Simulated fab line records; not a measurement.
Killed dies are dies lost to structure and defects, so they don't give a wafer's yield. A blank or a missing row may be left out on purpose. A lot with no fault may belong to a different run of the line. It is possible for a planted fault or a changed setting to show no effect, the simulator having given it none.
Which tool did it?    flow sky130    12 lots (36 wafers sampled), 1 step of a 708-step route

## WHAT THE GAUGES SHOWED, per wafer
SKY_FIELD_ISO_THK_MEAS_25.
lot   measured     on             FIELD_ISO_CVD_24_THK (nm)
L075  day 2 13:16  film-metro-04  598 605 610
L077  day 2 23:56  film-metro-04  597 598 594
L079  day 3 09:37  film-metro-02  590 595 594
L081  day 3 19:34  film-metro-02  612 612 618
L083  day 4 05:56  film-metro-02  600 606 596
L085  day 4 17:11  film-metro-01  602 600 613
L087  day 5 03:15  film-metro-02  590 592 598
L089  day 5 15:13  film-metro-04  596 601 600
L091  day 5 23:20  film-metro-02  592 616 603
L093  day 6 11:13  film-metro-04  601 603 616
L095  day 6 19:40  film-metro-01  596 590 588
L097  day 7 08:09  film-metro-02  606 609 606

## EACH LOT AND THE TOOL THAT RAN IT (in order: tool; ch and the chambers of the sampled wafers; start)
Before these readings, the record contains no process step.

## THE ANSWER, worked out from the rows above alone
Rule: usual is defined by the lots themselves. The widest of any qualifying gaps counts: lots, ordered by their means at a reading, are off when they make up no more than a third of the lots, leave a main group of 4 or more, and stand apart from it by 3 or more times the standard deviation of that group's means. Not used: any main group whose means are identical at the precision the tables above print for the reading. A lot without any number at a reading at which 4 lots or more have one is off too. The other lots that the step has rows for count as sound.
Across all readings shown, no lot is off: no conclusion can be drawn from this.

## WHAT HAD BEEN PUT IN BY THE SIMULATOR
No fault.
